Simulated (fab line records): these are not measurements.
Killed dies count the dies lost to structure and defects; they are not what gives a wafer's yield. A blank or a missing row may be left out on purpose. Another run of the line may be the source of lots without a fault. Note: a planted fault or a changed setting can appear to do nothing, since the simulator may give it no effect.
8D (eight disciplines) problem report, filled in by code / flow sky130 / the parts of the form that need people (team, actions taken, sign-off) are left out

1. THE ISSUE
Wafers free of any fault read 14.03 ohm/sq (standard deviation 0.21) for LOCAL_INTERCONNECT_TIN_RS at SKY_LOCAL_INTERCONNECT_RS_MEAS_01, against a mean of 10.61 ohm/sq on 4 wafers of 3 lots. Relative to the usual mean, that is a shift of -16 standard deviations.
The step: measures by four-point-probe.
Seen first at day 33 12:26 on film-metro-01, wafer L845.2. The record holds 45 wafers of 15 lots with a number at this step. Rule for "out", or "out of limits": more than 4 standard deviations from the usual mean. The other wafers with a number count as sound.

2. WHAT IT IS AND WHAT IT IS NOT
question=which readings at this step | is=LOCAL_INTERCONNECT_TIN_RS | is not=-
question=which lots | is=L845, L847, L848 | is not=L835, L836, L838, L839, L840, L841, L842, L849, L853, L854, L855, L857
question=which wafers of those lots | is=L845.2, L847.4, L847.6, L848.5 | is not=L845.1, L845.6, L847.1, L848.1, L848.6
question=read on which gauges | is=film-metro-01, film-metro-04 | is not=film-metro-03
question=when | is=from day 33 12:26 | is not=up to then (23 sound wafers); but 18 sound wafers of L847, L848, L849, L853, L854, L855, L857 came after

3. SUSPECTS, AND WHAT RULES EACH OUT
Counting: if a tool at a process step up to the reading ran every lot that is out, it stays a suspect. Sound lots after the first of them don't rule it out here, since some wafers of a struck lot are sound.
- ruled out: the gauge at SKY_LOCAL_INTERCONNECT_RS_MEAS_01. Those wafers that are out were read across 2 gauges (film-metro-01, film-metro-04).
- pvd-sputter-03 at SKY_LOCAL_INTERCONNECT_SPUTTER_00 (material TiN, target thk 100 nm, time 83.3 s): kept. It processed each lot that is out (first: L845, day 33 12:23); up to then, its last sound lot is L842 (day 31 06:58).
After counting, what remains is pvd-sputter-03 at SKY_LOCAL_INTERCONNECT_SPUTTER_00.

4. THE CAUSE (what the simulator had put in)
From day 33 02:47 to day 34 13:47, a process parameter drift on pvd-sputter-03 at SKY_LOCAL_INTERCONNECT_SPUTTER_00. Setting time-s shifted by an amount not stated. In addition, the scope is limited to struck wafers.
After counting, this tool was the only one left.

5. THE CHAIN OF EFFECTS, in route order
Each row: a reading whose mean over the struck wafers that have a number lies more than 3 standard deviations from the usual. Scope: only readings with a usual standard deviation given in the record; hours: median across lots of the time from each lot's start at the first step in this table that gives one to its start at this step; sigmas: change in usual standard deviations.
hours=0; step=SKY_LOCAL_INTERCONNECT_RS_MEAS_01; reading=LOCAL_INTERCONNECT_TIN_RS; usual=14.03 ohm/sq; on struck wafers=10.61; change=-3.42; sigmas=-16
hours=3; step=SKY_LOCAL_INTERCONNECT_THK_MEAS_02; reading=LOCAL_INTERCONNECT_TIN_THK; usual=100.8 nm; on struck wafers=131.2; change=+30.4; sigmas=+19
hours=27; step=SKY_LOCAL_INTERCONNECT_METAL_ETCH_14; reading=oes-product-au; usual=0.946 a.u.; on struck wafers=1.011; change=+0.065; sigmas=+7.0
hours=27; step=SKY_LOCAL_INTERCONNECT_METAL_ETCH_14; reading=throttle-valve-pct; usual=21.898 %; on struck wafers=21.855; change=-0.043; sigmas=-3.9
Its process steps:
- SKY_LOCAL_INTERCONNECT_METAL_ETCH_14: etches TiN in Cl2/BCl3, stops on PSG, target depth 110 nm, time 31.4 s.

6. WHAT WOULD HAVE CAUGHT IT SOONER
In this record the first reading out of limits at a measuring or inspecting step was taken at day 33 12:26, 10 hours after the fault began at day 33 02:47.
No tool reading at SKY_LOCAL_INTERCONNECT_SPUTTER_00 that has a usual standard deviation in the record was out on any struck wafer, so an alarm limit of 4 standard deviations on those readings would not have fired.
Lots out: 3; of these, L847, L848 started SKY_LOCAL_INTERCONNECT_SPUTTER_00 on pvd-sputter-03 after day 33 12:26. A hold on the tool at that time would have spared those 2.
